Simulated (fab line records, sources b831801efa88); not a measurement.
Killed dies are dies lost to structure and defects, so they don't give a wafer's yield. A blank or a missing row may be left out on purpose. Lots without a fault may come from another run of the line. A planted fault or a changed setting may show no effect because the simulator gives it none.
Which tool did it? | flow gf180mcu | 13 lots, 39 wafers sampled, at 2 steps of a route of 602

WHAT THE GAUGES READ, wafer by wafer
GF_VT_IMPLANT_TW_MEAS_21. Usual: VT_IMPLANT_2_TW 1209, standard deviation 7.3.
lot  | measured     | on            | VT_IMPLANT_2_TW | flag
L125 | day 6 06:37  | film_metro-04 | 1210 1206 1203  |
L127 | day 6 20:26  | film_metro-04 | 1206 1205 1205  |
L129 | day 7 08:21  | film_metro-02 | 1211 1213 1208  |
L130 | day 7 13:22  | film_metro-01 | 1203 1211 1199  |
L139 | day 9 23:17  | film_metro-01 | 1218 1211 1214  |
L140 | day 10 05:05 | film_metro-02 | 1212 1217 1218  |
L141 | day 10 10:36 | film_metro-04 | 1203 1209 1210  |
L143 | day 10 22:39 | film_metro-04 | 1211 1211 1206  |
L144 | day 11 06:32 | film_metro-04 | 1204 1200 1201  |
L145 | day 11 12:21 | film_metro-01 | 1194 1194 1187  |
L146 | day 11 17:49 | film_metro-04 | 1202 1196 1201  |
L147 | day 12 00:47 | film_metro-04 | 1202 1204 1208  |
L148 | day 12 07:19 | film_metro-01 | 1203 1204 1213  |

GF_VT_IMPLANT_TW_MEAS_32. Usual: VT_IMPLANT_3_TW 267.7, standard deviation 1.5.
lot  | measured     | on            | VT_IMPLANT_3_TW   | flag
L125 | day 6 21:56  | film_metro-04 | 267.2 265.8 267.9 |
L127 | day 7 12:27  | film_metro-01 | 266.5 267.1 265.4 |
L129 | day 8 00:11  | film_metro-02 | 269.1 268.1 268.7 |
L130 | day 8 05:19  | film_metro-02 | 269.2 269.3 268.2 |
L139 | day 10 17:22 | film_metro-02 | 269.2 268.6 270.8 |
L140 | day 10 23:41 | film_metro-01 | 266.0 267.6 265.3 |
L141 | day 11 04:27 | film_metro-01 | 266.1 265.5 266.0 |
L143 | day 11 17:33 | film_metro-01 | 266.2 265.8 265.3 |
L144 | day 12 01:26 | film_metro-02 | 268.0 268.2 267.3 |
L145 | day 12 07:08 | film_metro-02 | 267.7 268.8 268.6 |
L146 | day 12 13:25 | film_metro-01 | 267.5 265.3 266.4 |
L147 | day 12 20:45 | film_metro-02 | 268.9 267.9 268.6 |
L148 | day 13 03:24 | film_metro-02 | 268.1 267.1 268.6 |

WHICH TOOL RAN EACH LOT (tool, then ch and the chambers of the sampled wafers, then the start)
The record holds no process step before these readings.

WHAT THE TOOLS THEMSELVES READ (means of the sampled wafers that have a number; where no wafer has one, the mark that the record gives instead)
The record holds no such reading with a usual standard deviation.

THE ANSWER, worked out from the rows above alone
Rule: a lot is off if the mean of its wafers that have a number lies more than 3 standard deviations from the usual mean. A lot without any number at a reading at which 4 lots or more have one is off too. The other lots that the step has rows for count as sound. The gauges are gone through in route order, then the tools' own readings, and for those a lot's mean is taken as printed above. The first step at which some lot is off is used, and at that step the reading that is off furthest; a lot without a number counts as furthest.
No lot is off at any reading shown: from this, nothing can be told.

WHAT THE SIMULATOR HAD PUT IN
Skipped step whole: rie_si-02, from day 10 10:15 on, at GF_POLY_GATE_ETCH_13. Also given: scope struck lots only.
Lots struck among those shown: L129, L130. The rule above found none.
